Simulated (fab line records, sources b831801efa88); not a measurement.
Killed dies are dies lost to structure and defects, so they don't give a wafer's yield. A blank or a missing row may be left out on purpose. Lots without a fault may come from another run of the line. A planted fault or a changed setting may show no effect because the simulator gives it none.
Which tool did it? | flow gf180mcu | 11 lots, 33 wafers sampled, at 1 step of a route of 602

WHAT THE GAUGES READ, wafer by wafer
GF_M2_CD_MEAS_14: target cd 280 nm. Usual: cd_nm 279.9 nm, standard deviation 1.3.
lot  | measured     | on        | cd_nm (nm)        | flag
L794 | day 19 01:11 | cd_sem-01 | 280.1 282.7 282.0 |
L795 | day 19 13:03 | cd_sem-02 | 280.1 281.0 280.9 |
L797 | day 20 11:54 | cd_sem-02 | 279.1 279.3 279.3 |
L798 | day 21 02:35 | cd_sem-01 | 278.4 278.2 279.2 |
L800 | day 22 02:44 | cd_sem-02 | 280.6 281.9 280.6 |
L801 | day 22 21:49 | cd_sem-02 | 276.5 276.8 276.9 |
L803 | day 23 13:52 | cd_sem-01 | 279.8 280.9 279.8 |
L807 | day 24 20:26 | cd_sem-02 | 280.6 281.2 281.9 |
L808 | day 25 04:11 | cd_sem-01 | 280.5 280.9 280.9 |
L813 | day 26 03:01 | cd_sem-02 | 280.2 279.9 281.4 |
L816 | day 27 01:33 | cd_sem-01 | 279.1 279.3 279.1 |

WHICH TOOL RAN EACH LOT (tool, then ch and the chambers of the sampled wafers, then the start)
The record holds no process step before these readings.

WHAT THE TOOLS THEMSELVES READ (means of the sampled wafers that have a number; where no wafer has one, the mark that the record gives instead)
The record holds no such reading with a usual standard deviation.

THE ANSWER, worked out from the rows above alone
Rule: a lot is off if the mean of its wafers that have a number lies more than 3 standard deviations from the usual mean. A lot without any number at a reading at which 4 lots or more have one is off too. The other lots that the step has rows for count as sound. The gauges are gone through in route order, then the tools' own readings, and for those a lot's mean is taken as printed above. The first step at which some lot is off is used, and at that step the reading that is off furthest; a lot without a number counts as furthest.
No lot is off at any reading shown: from this, nothing can be told.

WHAT THE SIMULATOR HAD PUT IN
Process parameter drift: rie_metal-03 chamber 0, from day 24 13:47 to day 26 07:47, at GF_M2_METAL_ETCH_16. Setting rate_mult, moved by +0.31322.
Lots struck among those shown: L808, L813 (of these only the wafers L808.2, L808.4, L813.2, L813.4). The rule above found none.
